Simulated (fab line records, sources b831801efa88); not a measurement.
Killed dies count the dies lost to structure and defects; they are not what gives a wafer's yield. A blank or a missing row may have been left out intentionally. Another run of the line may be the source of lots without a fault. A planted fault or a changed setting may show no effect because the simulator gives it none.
Struck lot and sound lot, side by side | flow sky130 | 17 steps out of a route of 708
Sound: wafers L648.1, L648.2, L648.3. Struck: wafer L641.2; the same lot's L641.3 was not struck, so it is left out; see the end for the cause.
At each step with rows: each side's tool, then ch and its chambers, then its first start. Under that, the readings that differ: sound wafers | struck wafers | difference of the means | sigmas: that difference in standard deviations of wafers without a fault.
alike: a reading whose means differ by less than 2 such deviations, as well as words and numbers matching on both sides. not compared: withheld readings; readings where some wafer has no value; bounds like >300 that might hide an equal value; numbers whose values overlap and for which the record gives no deviation.
Wherever a step has rows on one side only, a row that says differs or no value, or a row with sigmas, the two part there. Numbers that have no deviation but don't overlap get no sigmas and don't part them. A reading that every wafer of one side lacks parts them only if that side has two wafers or more.

first, 2 steps without rows for these wafers: SKY_LOCAL_INTERCONNECT_PEB_09; SKY_LOCAL_INTERCONNECT_DEVELOP_10 (develop time 60 s).
SKY_LOCAL_INTERCONNECT_CD_MEAS_11: target cd 170 nm.
  struck on cd sem-01, day 35 00:23; sound on cd sem-02, day 37 04:59
  alike: cd nm
SKY_LOCAL_INTERCONNECT_OVL_MEAS_12:
  struck on overlay-01, day 35 00:30; sound on overlay-01, day 37 05:06
  reading                     | sound   | struck | difference | sigmas
  LOCAL_INTERCONNECT_OVL (nm) | 7 15 10 | -3     | -14        | -2
SKY_LOCAL_INTERCONNECT_ETCH_13: etches BARC in N2/H2, stops on SiO2, time 45.9 s, target depth 60 nm.
  sound on rie metal-03 ch 0,1, day 37 05:08; struck on rie metal-02 ch 1, day 35 00:32
  alike: chamber pressure mTorr, drypump motor current A, oes product au, throttle valve pct
  not compared: rf hours counter h
SKY_LOCAL_INTERCONNECT_METAL_ETCH_14: etches TiN in Cl2/BCl3, stops on PSG, target depth 110 nm, time 31.4 s.
  sound on rie metal-03 ch 0,1, day 37 05:12; struck on rie metal-02 ch 1, day 35 00:35
  alike: chamber pressure mTorr, drypump motor current A, oes product au, throttle valve pct
  not compared: rf hours counter h
SKY_LOCAL_INTERCONNECT_STRIP_15: strips in O2/N2.
  sound on plasma asher-02 ch 0,1, day 37 05:15; struck on plasma asher-04 ch 1, day 35 00:38
  alike: chamber pressure mTorr, drypump motor current A, oes product au, strip time to endpoint s
  not compared: rf hours counter h
then, 3 steps without rows for these wafers: SKY_LOCAL_INTERCONNECT_STRIP_16 (strips in post etch residue remover, time 1200 s); SKY_LOCAL_INTERCONNECT_CLEAN_17 (cleans in IPA, time 180 s); SKY_LOCAL_INTERCONNECT_CLEAN_18 (cleans in O3/DIW).
SKY_CONTACT_CVD_00: deposits Si3N4, target thk 75 nm.
  sound on pecvd-02 ch 0,1,2, day 37 05:52; struck on pecvd-03 ch 2, day 35 01:14
  alike: heater power w
SKY_CONTACT_THK_MEAS_01:
  struck on film metro-02, day 35 01:17; sound on film metro-01, day 37 05:55
  alike: CONTACT_CVD_00_THK
SKY_CONTACT_HDPCVD_02: deposits SiO2, target thk 565 nm, time 94.2 s.
  sound on hdpcvd-01 ch 0,1,2, day 37 05:58; struck on hdpcvd-02 ch 0, day 35 01:20
  reading                                     | sound             | struck | difference | sigmas
  run length s (s)                            | 121.9 122.6 122.1 | 138.3  | +16.1      | +49
  model.SiO2_of_CONTACT_HDPCVD_02.thk nm (nm) | 555.9 567.7 566.6 | 668.5  | +105.1     |
SKY_CONTACT_THK_MEAS_03:
  struck on film metro-04, day 35 01:42; sound on film metro-02, day 37 06:02
  reading                 | sound       | struck | difference | sigmas
  CONTACT_HDPCVD_THK (nm) | 556 568 566 | 669    | +106       | +18
  not compared: hold
SKY_CONTACT_CMP_04: polishes SiO2.
  sound on cmp-01 ch 0,2,3, day 37 06:06; struck on cmp-02 ch 1, day 35 04:47
  reading                | sound    | struck                   | difference                   | sigmas
  hold                   | - - -    | await dispo/3.0h/release | no value on the sound wafers |
  time to endpoint s (s) | 76 77 76 | 118                      | +42                          | +11
  alike: edge zone pressure frac, motor current A
SKY_CONTACT_BOW_MEAS_05:
  struck on film metro-01, day 35 05:16; sound on film metro-02, day 37 06:24
  alike: CONTACT_BOW
-- the record jumps here: 14 days lie between the struck wafers' starts before and after (it left off in module CONTACT and takes up again in module PAD_OPEN, whose first step shown is number 708 of the route) --
SKY_PAD_OPEN_PROBE_99:
  struck on prober-02, day 49 02:58; sound on prober-01, day 50 15:40
  alike: killed_at_M0_to_M3, killed_at_M4_up, killed at contacts, killed at front end, killed at other, killed dies, killed open, killed short
  not compared: hold

== WHERE THEY PART ==
First at SKY_LOCAL_INTERCONNECT_OVL_MEAS_12; last, within this record, at SKY_CONTACT_CMP_04. Later steps at which nothing parts them and some readings are alike: SKY_CONTACT_BOW_MEAS_05, SKY_PAD_OPEN_PROBE_99.

WHY: what had been put in by the simulator
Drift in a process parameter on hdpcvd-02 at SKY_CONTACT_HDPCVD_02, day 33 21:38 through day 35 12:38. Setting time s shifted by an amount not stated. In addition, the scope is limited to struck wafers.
